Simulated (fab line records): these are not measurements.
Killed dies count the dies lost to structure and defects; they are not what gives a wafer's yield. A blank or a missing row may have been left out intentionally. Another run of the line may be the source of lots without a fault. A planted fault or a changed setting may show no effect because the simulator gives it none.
Which tool is to blame? / flow sky130 / 13 lots, 39 wafers sampled, at 2 steps of a route of 708

WHAT THE GAUGES SHOWED, per wafer
SKY_NWELL_RS_MEAS_29: uses a four-point probe to measure. Usual: NWELL_RS typically reads 624.8 ohm/sq, with standard deviation 1.5.
lot=L442; measured=day 5 14:55; on=filmMetro-02; NWELL_RS (ohm/sq)=623.0 621.9 622.5; flag=
lot=L443; measured=day 5 21:01; on=filmMetro-04; NWELL_RS (ohm/sq)=627.1 628.4 628.0; flag=
lot=L444; measured=day 5 23:35; on=filmMetro-04; NWELL_RS (ohm/sq)=625.1 627.3 625.6; flag=
lot=L446; measured=day 6 13:41; on=filmMetro-03; NWELL_RS (ohm/sq)=624.2 624.2 624.9; flag=
lot=L447; measured=day 6 19:38; on=filmMetro-04; NWELL_RS (ohm/sq)=624.1 625.0 624.6; flag=
lot=L448; measured=day 7 00:17; on=filmMetro-02; NWELL_RS (ohm/sq)=623.9 623.6 625.5; flag=
lot=L449; measured=day 7 03:50; on=filmMetro-04; NWELL_RS (ohm/sq)=624.4 623.1 624.9; flag=
lot=L455; measured=day 9 01:07; on=filmMetro-04; NWELL_RS (ohm/sq)=626.5 626.5 625.0; flag=
lot=L456; measured=day 9 04:44; on=filmMetro-04; NWELL_RS (ohm/sq)=626.8 626.1 624.6; flag=
lot=L461; measured=day 10 11:35; on=filmMetro-04; NWELL_RS (ohm/sq)=625.2 624.8 625.5; flag=
lot=L462; measured=day 10 17:33; on=filmMetro-04; NWELL_RS (ohm/sq)=625.5 624.2 625.0; flag=
lot=L463; measured=day 10 19:40; on=filmMetro-04; NWELL_RS (ohm/sq)=626.4 625.5 627.0; flag=
lot=L464; measured=day 11 03:53; on=filmMetro-03; NWELL_RS (ohm/sq)=623.3 624.4 623.4; flag=

SKY_VT_ADJUST_LVTN_OVL_MEAS_07. Usual: VT_ADJUST_LVTN_OVL typically reads -0.5 nm, with standard deviation 1.4.
lot=L442; measured=day 7 04:38; on=overlay-01; VT_ADJUST_LVTN_OVL (nm)=-0.7 0.3 -1.4; flag=
lot=L443; measured=day 7 11:29; on=overlay-02; VT_ADJUST_LVTN_OVL (nm)=0.7 0.4 0.0; flag=
lot=L444; measured=day 7 13:35; on=overlay-02; VT_ADJUST_LVTN_OVL (nm)=-0.6 -0.7 -0.4; flag=
lot=L446; measured=day 8 05:51; on=overlay-01; VT_ADJUST_LVTN_OVL (nm)=-1.2 -1.2 -1.7; flag=
lot=L447; measured=day 8 13:42; on=overlay-02; VT_ADJUST_LVTN_OVL (nm)=-4.0 -2.6 -3.6; flag=
lot=L448; measured=day 8 17:38; on=overlay-02; VT_ADJUST_LVTN_OVL (nm)=2.8 2.8 2.9; flag=
lot=L449; measured=day 8 21:37; on=overlay-02; VT_ADJUST_LVTN_OVL (nm)=-0.2 -1.1 0.0; flag=
lot=L455; measured=day 10 22:17; on=overlay-01; VT_ADJUST_LVTN_OVL (nm)=1.2 0.6 0.2; flag=
lot=L456; measured=day 11 01:08; on=overlay-01; VT_ADJUST_LVTN_OVL (nm)=-0.5 0.4 -0.7; flag=
lot=L461; measured=day 12 12:34; on=overlay-01; VT_ADJUST_LVTN_OVL (nm)=-1.7 -1.6 -0.5; flag=
lot=L462; measured=day 12 17:41; on=overlay-02; VT_ADJUST_LVTN_OVL (nm)=-0.2 0.5 -0.3; flag=
lot=L463; measured=day 12 20:29; on=overlay-01; VT_ADJUST_LVTN_OVL (nm)=-0.8 -1.3 -2.3; flag=
lot=L464; measured=day 13 04:11; on=overlay-01; VT_ADJUST_LVTN_OVL (nm)=-2.2 -1.4 -0.7; flag=

WHAT TOOL EACH LOT RAN ON (gives the tool, then ch and the chambers of the sampled wafers, and finally the start)
No process step before these readings appears in the record.

WHAT THE TOOLS THEMSELVES READ (means of the sampled wafers that have a number; where no wafer has one, the mark that the record gives instead)
The record holds no such reading with a usual standard deviation.

THE ANSWER, worked out from the rows above alone
Rule: lot off if the mean of its wafers having a number is beyond 3 standard deviations from the usual mean. A lot without any number at a reading at which 4 lots or more have one is off too. The other lots that the step has rows for count as sound. After the gauges, taken in route order, come the tools' own readings; for these a lot's mean is taken, as printed above. The first step at which some lot is off is used, and at that step the reading that is off furthest; a lot without a number counts as furthest.
No lot is off at any reading shown: from this, nothing can be told.

WHAT WAS PUT IN BY THE SIMULATOR
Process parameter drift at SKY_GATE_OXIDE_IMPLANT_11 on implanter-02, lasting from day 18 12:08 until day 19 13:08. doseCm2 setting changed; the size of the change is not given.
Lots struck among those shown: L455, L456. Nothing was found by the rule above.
